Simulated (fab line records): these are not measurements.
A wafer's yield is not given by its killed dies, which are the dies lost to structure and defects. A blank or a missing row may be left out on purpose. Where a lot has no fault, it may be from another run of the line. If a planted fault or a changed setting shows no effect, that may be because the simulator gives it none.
Matching of chambers | flow gf180mcu | GF_V2_CMP_04 on cmp-01 has 4 sister chambers
The step polishes SiO2. 4 wafers are shown with their chamber, then 7 later ones without.

WAFERS, EACH WITH ITS CHAMBER
wafer  | chamber | motor-current-A (A)
L794.5 | 2       | 11.3
L795.5 | 1       | 10.6
L796.1 | 3       | 11.6
L796.2 | 0       | 12.7

WAFERS MISSING THEIR CHAMBER
wafer  | motor-current-A (A)
L796.4 | 11.8
L799.2 | 11.5
L799.5 | 11.4
L799.6 | 9.8
L809.2 | 12.0
L809.4 | 11.8
L809.5 | 12.0

WHICH CHAMBER EACH ONE RAN IN
wafer  | from the rows above          | in truth
L796.4 | can't be placed: 3 or 2 or 0 | 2
L799.2 | can't be placed: 3 or 2      | 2
L799.5 | can't be placed: 2 or 3 or 1 | 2
L799.6 | can't be placed: 1 or 2      | 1
L809.2 | can't be placed: 3 or 0 or 2 | 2
L809.4 | can't be placed: 3 or 2 or 0 | 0
L809.5 | can't be placed: 3 or 0 or 2 | 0
Placed correctly: 0 of 7. Not placeable from these rows: 7 (in 7, the candidates include the true chamber). Number placed wrongly: 0.
How it was worked out, from the rows above alone: a wafer's distance from a chamber is the root of the sum, over the readings, of the square of ((its reading less the chamber's mean) divided by the reading's scatter). The wafer belongs to the nearest chamber; if the next one is less than 2 further off, it can't be placed. The mean given for a chamber averages the wafers shown for that chamber. The scatter: with one shown wafer a chamber, the root of the mean of the squares of how far each hidden wafer lies from its nearest shown one.
